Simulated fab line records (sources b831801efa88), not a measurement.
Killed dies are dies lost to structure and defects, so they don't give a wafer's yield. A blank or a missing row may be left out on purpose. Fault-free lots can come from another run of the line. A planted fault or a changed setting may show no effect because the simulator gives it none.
Which tool was responsible? || flow sky130 || route of 708 steps, sampled at 1 step: 14 lots, 42 wafers

WHAT EACH GAUGE READ, for each wafer
The record holds no reading of a measuring or inspecting step that can be judged against a usual standard deviation.

TOOL THAT RAN EACH LOT (tool first, then ch and the chambers of the sampled wafers, then the start)
{"lot": "L411", "SKY_METAL4_SPUTTER_03": "pvdSputter-02, day 40 11:46"}
{"lot": "L413", "SKY_METAL4_SPUTTER_03": "pvdSputter-03, day 41 07:26"}
{"lot": "L415", "SKY_METAL4_SPUTTER_03": "pvdSputter-03, day 41 14:40"}
{"lot": "L414", "SKY_METAL4_SPUTTER_03": "pvdSputter-01, day 41 19:10"}
{"lot": "L416", "SKY_METAL4_SPUTTER_03": "pvdSputter-03, day 42 01:16"}
{"lot": "L417", "SKY_METAL4_SPUTTER_03": "pvdSputter-02, day 42 06:32"}
{"lot": "L418", "SKY_METAL4_SPUTTER_03": "pvdSputter-03, day 42 08:16"}
{"lot": "L419", "SKY_METAL4_SPUTTER_03": "pvdSputter-03, day 42 17:47"}
{"lot": "L421", "SKY_METAL4_SPUTTER_03": "pvdSputter-02, day 43 12:26"}
{"lot": "L422", "SKY_METAL4_SPUTTER_03": "pvdSputter-02, day 43 14:22"}
{"lot": "L423", "SKY_METAL4_SPUTTER_03": "pvdSputter-02, day 44 04:22"}
{"lot": "L427", "SKY_METAL4_SPUTTER_03": "pvdSputter-03, day 44 21:46"}
{"lot": "L428", "SKY_METAL4_SPUTTER_03": "pvdSputter-03, day 44 23:13"}
{"lot": "L429", "SKY_METAL4_SPUTTER_03": "pvdSputter-03, day 46 12:53"}
- SKY_METAL4_SPUTTER_03: material Ti, target thk 5 nm, time 3.3 s.

WHAT THE TOOLS THEMSELVES READ (means of the sampled wafers that have a number; where no wafer has one, the mark that the record gives instead)
SKY_METAL4_SPUTTER_03. Usual: cathodeDcPowerW 3000.0 W, standard deviation 0.51; throttleValvePct 29.7 %, standard deviation 0.95.
{"lot": "L411", "tool": "pvdSputter-02", "cathodeDcPowerW (W)": 2999.9, "throttleValvePct (%)": 29.6, "flag": ""}
{"lot": "L413", "tool": "pvdSputter-03", "cathodeDcPowerW (W)": 2999.6, "throttleValvePct (%)": 29.4, "flag": ""}
{"lot": "L415", "tool": "pvdSputter-03", "cathodeDcPowerW (W)": 3000.8, "throttleValvePct (%)": 29.4, "flag": ""}
{"lot": "L414", "tool": "pvdSputter-01", "cathodeDcPowerW (W)": 3000.1, "throttleValvePct (%)": 30.7, "flag": ""}
{"lot": "L416", "tool": "pvdSputter-03", "cathodeDcPowerW (W)": 2999.9, "throttleValvePct (%)": 30.5, "flag": ""}
{"lot": "L417", "tool": "pvdSputter-02", "cathodeDcPowerW (W)": 3000.2, "throttleValvePct (%)": 29.4, "flag": ""}
{"lot": "L418", "tool": "pvdSputter-03", "cathodeDcPowerW (W)": 3000.1, "throttleValvePct (%)": 30.4, "flag": ""}
{"lot": "L419", "tool": "pvdSputter-03", "cathodeDcPowerW (W)": 2999.5, "throttleValvePct (%)": 30.2, "flag": ""}
{"lot": "L421", "tool": "pvdSputter-02", "cathodeDcPowerW (W)": 3000.1, "throttleValvePct (%)": 28.9, "flag": ""}
{"lot": "L422", "tool": "pvdSputter-02", "cathodeDcPowerW (W)": 3000.0, "throttleValvePct (%)": 29.1, "flag": ""}
{"lot": "L423", "tool": "pvdSputter-02", "cathodeDcPowerW (W)": 2999.5, "throttleValvePct (%)": 29.4, "flag": ""}
{"lot": "L427", "tool": "pvdSputter-03", "cathodeDcPowerW (W)": 2999.7, "throttleValvePct (%)": 30.5, "flag": ""}
{"lot": "L428", "tool": "pvdSputter-03", "cathodeDcPowerW (W)": 2972.9, "throttleValvePct (%)": 30.4, "flag": "OFF"}
{"lot": "L429", "tool": "pvdSputter-03", "cathodeDcPowerW (W)": 2972.4, "throttleValvePct (%)": 30.2, "flag": "OFF"}

THE ANSWER, worked out from the rows above alone
Rule: a lot counts as off when the mean over its wafers that have a number is more than 3 standard deviations away from the usual mean. Also off: a lot with no number at a reading for which 4 or more lots have one. Where the step has rows for the other lots, those lots are counted as sound. First the gauges in route order, then the tools' own readings, where a lot's mean is used as printed above. At the first step where some lot is off, the reading lying furthest off is the one used; lots without a number count as furthest.
Off: L428, L429, at SKY_METAL4_SPUTTER_03 (cathodeDcPowerW).
A tool fits if, at that step or a process step before it, it ran every lot that is off, and no sound lot after the first of them. One fits: pvdSputter-03 at SKY_METAL4_SPUTTER_03. A fault onset in the window from L427 (day 44 21:46, its last sound lot) to L428 (day 44 23:13, its first lot off) fits.
On the lots that are off, the tool's own readings at SKY_METAL4_SPUTTER_03 differ by more than 5 times the standard deviation of the sound lots' means, which bears it out; cathodeDcPowerW reads 2972.7 W there versus 2999.9 W on the sound lots.

WHAT THE SIMULATOR HAD INSERTED
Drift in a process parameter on pvdSputter-03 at SKY_METAL4_SPUTTER_03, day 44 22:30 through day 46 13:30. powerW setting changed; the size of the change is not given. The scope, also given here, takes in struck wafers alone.
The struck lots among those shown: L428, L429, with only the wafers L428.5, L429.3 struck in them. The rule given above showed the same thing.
